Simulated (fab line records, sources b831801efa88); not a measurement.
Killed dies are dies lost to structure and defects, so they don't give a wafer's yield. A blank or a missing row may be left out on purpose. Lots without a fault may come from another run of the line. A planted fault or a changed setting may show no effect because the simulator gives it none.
Tool commonality check | flow gf180mcu | 14 lots, 48 wafers sampled

WHY IT WAS OPENED
At GF_NSD_OVL_MEAS_08 the reading NSD_OVL is flagged on 2 of 14 lots. Wafers without a fault read -0.2 nm, standard deviation 1.5.
Rule: a lot is flagged when every wafer of it that has a number lies more than 4 standard deviations from that mean, or none has a number. The other lots count as sound.

lot  | measured     | on         | NSD_OVL (nm), wafer by wafer        | flag
L531 | day 13 11:40 | overlay-01 | -0.4 -1.1 0.2                       |
L532 | day 13 20:44 | overlay-01 | 1.4 2.9 1.4                         |
L533 | day 13 23:23 | overlay-02 | -2.3 -1.1 -0.7                      |
L534 | day 14 13:49 | overlay-02 | 1.2 0.4 -0.6                        |
L535 | day 14 14:38 | overlay-01 | 1.6 1.2 1.5                         |
L536 | day 15 03:07 | overlay-01 | 1.3 1.8 2.3                         |
L537 | day 15 12:56 | overlay-01 | 1.8 3.0 1.9                         |
L539 | day 16 03:22 | overlay-01 | 2.4 3.3 2.4                         |
L538 | day 16 04:38 | overlay-01 | -0.5 0.2 -1.8                       |
L540 | day 16 11:38 | overlay-01 | -0.6 -1.5 -2.5                      |
L545 | day 18 01:56 | overlay-01 | -79.5 -79.8 -79.4 -78.0 -78.2 -78.9 | FLAGGED
L546 | day 18 12:52 | overlay-02 | -79.0 -78.9 -78.7 -77.8 -77.6 -78.1 | FLAGGED
L549 | day 19 08:49 | overlay-02 | -0.6 -1.1 -0.6                      |
L552 | day 20 10:55 | overlay-02 | -0.2 -1.9 -0.5                      |
The numbers of the flagged lots are -78.7 nm on average: -78.5 nm against the usual, or -52 standard deviations.

WHICH TOOL RAN EACH LOT
The record holds 1 process step before the reading, out of a route of 602 steps. In each cell: the tool, then ch and the chambers that the sampled wafers went through, then the start.
lot  | flag    | GF_NSD_EXPOSE_04
L531 |         | iline_stepper-02 ch 0, day 13 02:05
L532 |         | iline_stepper-01 ch 0, day 13 10:14
L533 |         | iline_stepper-01 ch 0, day 13 12:55
L534 |         | iline_stepper-02 ch 0, day 14 03:56
L535 |         | iline_stepper-02 ch 0, day 14 04:40
L536 |         | iline_stepper-01 ch 0, day 14 16:49
L537 |         | iline_stepper-02 ch 0, day 15 03:07
L539 |         | iline_stepper-01 ch 0, day 15 16:28
L538 |         | iline_stepper-02 ch 0, day 15 17:13
L540 |         | iline_stepper-02 ch 0, day 16 00:41
L545 | FLAGGED | iline_stepper-02 ch 0, day 17 14:17
L546 | FLAGGED | iline_stepper-02 ch 0, day 18 01:02
L549 |         | iline_stepper-01 ch 0, day 18 21:23
L552 |         | iline_stepper-01 ch 0, day 19 23:16
What these steps do:
- GF_NSD_EXPOSE_04: exposes mask Nplus, target cd 400 nm.
- GF_NSD_OVL_MEAS_08

FLAGGED OVER TOTAL, TOOL BY TOOL (the gauges that took the reading come last)
step               | tool             | lots run | flagged | share of the flagged lots | sound lots run after its first flagged lot
GF_NSD_EXPOSE_04   | iline_stepper-01 | 6        | 0       | none                      | -
GF_NSD_EXPOSE_04   | iline_stepper-02 | 8        | 2       | all                       | 0
GF_NSD_OVL_MEAS_08 | overlay-01       | 9        | 1       | some                      | 0
GF_NSD_OVL_MEAS_08 | overlay-02       | 5        | 1       | some                      | 2 (L549,L552)

WHAT THE TABLE ALLOWS
1 row of the table ran every flagged lot: iline_stepper-02 at GF_NSD_EXPOSE_04.
- iline_stepper-02 at GF_NSD_EXPOSE_04: 2 of its 8 lots flagged. Its last sound lot is L540 (day 16 00:41), its first flagged lot L545 (day 17 14:17): a fault that began between those two fits.
One tool is left: iline_stepper-02 at GF_NSD_EXPOSE_04.

WHAT THE SIMULATOR HAD PUT IN
Scanner matching overlay: iline_stepper-02, from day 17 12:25 on, at GF_NSD_EXPOSE_04. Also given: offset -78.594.
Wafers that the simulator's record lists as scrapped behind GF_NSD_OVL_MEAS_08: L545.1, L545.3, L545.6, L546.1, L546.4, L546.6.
Lots struck among those shown: L545, L546. The rule above found the same.
